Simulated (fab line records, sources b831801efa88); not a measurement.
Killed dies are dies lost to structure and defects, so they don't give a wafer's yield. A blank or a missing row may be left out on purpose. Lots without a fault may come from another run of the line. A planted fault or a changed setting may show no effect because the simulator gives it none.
Tool commonality check | flow gf180mcu | 13 lots, 39 wafers sampled

WHY IT WAS OPENED
At GF_VT_IMPLANT_TW_MEAS_21 the reading VT_IMPLANT_2_TW is flagged on 2 of 13 lots. Wafers without a fault read 1204, standard deviation 13.
Rule: a lot is flagged when every wafer of it that has a number lies more than 4 standard deviations from that mean, or none has a number. The other lots count as sound.

lot  | measured     | on            | VT_IMPLANT_2_TW, wafer by wafer | flag
L231 | day 6 12:16  | film_metro-02 | 1220 1213 1212                  |
L232 | day 6 17:18  | film_metro-03 | 1190 1197 1188                  |
L233 | day 7 00:17  | film_metro-02 | 1207 1205 1207                  |
L236 | day 7 20:05  | film_metro-03 | 1195 1192 1191                  |
L237 | day 8 02:09  | film_metro-01 | 1072 1073 1067                  | FLAGGED
L238 | day 8 08:44  | film_metro-02 | 1092 1094 1088                  | FLAGGED
L244 | day 9 21:57  | film_metro-03 | 1199 1201 1185                  |
L245 | day 10 04:32 | film_metro-03 | 1195 1191 1190                  |
L246 | day 10 14:18 | film_metro-02 | 1209 1217 1209                  |
L249 | day 11 06:57 | film_metro-03 | 1190 1192 1185                  |
L250 | day 11 12:35 | film_metro-01 | 1197 1199 1197                  |
L251 | day 11 20:14 | film_metro-03 | 1189 1188 1192                  |
L252 | day 12 01:22 | film_metro-01 | 1186 1191 1192                  |
The numbers of the flagged lots are 1081 on average: -123 against the usual, or -9 standard deviations.

WHICH TOOL RAN EACH LOT
The record holds 2 process steps before the reading, out of a route of 602 steps. In each cell: the tool, then ch and the chambers that the sampled wafers went through, then the start.
lot  | flag    | GF_NWELL_STRIP_10                   | GF_VT_IMPLANT_IMPLANT_19
L231 |         | plasma_asher-01 ch 0,1, day 3 12:53 | implanter-04 ch 0, day 6 12:04
L232 |         | plasma_asher-03 ch 0,1, day 3 16:50 | implanter-02 ch 0, day 6 17:04
L233 |         | plasma_asher-01 ch 0,1, day 3 23:41 | implanter-01 ch 0, day 7 00:02
L236 |         | plasma_asher-03 ch 0,1, day 4 16:35 | implanter-01 ch 0, day 7 19:51
L237 | FLAGGED | plasma_asher-02 ch 0, day 4 21:23   | implanter-02 ch 0, day 8 01:55
L238 | FLAGGED | plasma_asher-03 ch 0,1, day 5 03:34 | implanter-02 ch 0, day 8 08:29
L244 |         | plasma_asher-03 ch 0,1, day 6 11:56 | implanter-01 ch 0, day 9 21:43
L245 |         | plasma_asher-02 ch 0,1, day 6 17:41 | implanter-01 ch 0, day 10 04:17
L246 |         | plasma_asher-03 ch 0,1, day 7 00:41 | implanter-04 ch 0, day 10 14:04
L249 |         | plasma_asher-03 ch 0, day 7 16:29   | implanter-02 ch 0, day 11 06:43
L250 |         | plasma_asher-03 ch 0,1, day 7 20:05 | implanter-01 ch 0, day 11 12:21
L251 |         | plasma_asher-02 ch 0,1, day 8 02:17 | implanter-02 ch 0, day 11 19:59
L252 |         | plasma_asher-01 ch 0,1, day 8 08:37 | implanter-02 ch 0, day 12 01:08
What these steps do:
- GF_NWELL_STRIP_10: strips in O2/N2.
- GF_VT_IMPLANT_IMPLANT_19
- GF_VT_IMPLANT_TW_MEAS_21

FLAGGED OVER TOTAL, TOOL BY TOOL (the gauges that took the reading come last)
step                     | tool            | lots run | flagged | share of the flagged lots | sound lots run after its first flagged lot
GF_NWELL_STRIP_10        | plasma_asher-01 | 3        | 0       | none                      | -
GF_NWELL_STRIP_10        | plasma_asher-02 | 3        | 1       | some                      | 2 (L245,L251)
GF_NWELL_STRIP_10        | plasma_asher-03 | 7        | 1       | some                      | 4 (L244,L246,L249,L250)
GF_VT_IMPLANT_IMPLANT_19 | implanter-01    | 5        | 0       | none                      | -
GF_VT_IMPLANT_IMPLANT_19 | implanter-02    | 6        | 2       | all                       | 3 (L249,L251,L252)
GF_VT_IMPLANT_IMPLANT_19 | implanter-04    | 2        | 0       | none                      | -
GF_VT_IMPLANT_TW_MEAS_21 | film_metro-01   | 3        | 1       | some                      | 2 (L250,L252)
GF_VT_IMPLANT_TW_MEAS_21 | film_metro-02   | 4        | 1       | some                      | 1 (L246)
GF_VT_IMPLANT_TW_MEAS_21 | film_metro-03   | 6        | 0       | none                      | -

WHAT THE TABLE ALLOWS
1 row of the table ran every flagged lot: implanter-02 at GF_VT_IMPLANT_IMPLANT_19.
- implanter-02 at GF_VT_IMPLANT_IMPLANT_19: 2 of its 6 lots flagged. Sound lots ran on it after the first flagged one (L249, L251, L252), which a lasting fault on the whole tool wouldn't allow. Its own readings lie more than 4 standard deviations out on every wafer of the flagged lots: tilt_deg.
No row of the table ran every flagged lot and no sound lot after the first.

WHAT THE SIMULATOR HAD PUT IN
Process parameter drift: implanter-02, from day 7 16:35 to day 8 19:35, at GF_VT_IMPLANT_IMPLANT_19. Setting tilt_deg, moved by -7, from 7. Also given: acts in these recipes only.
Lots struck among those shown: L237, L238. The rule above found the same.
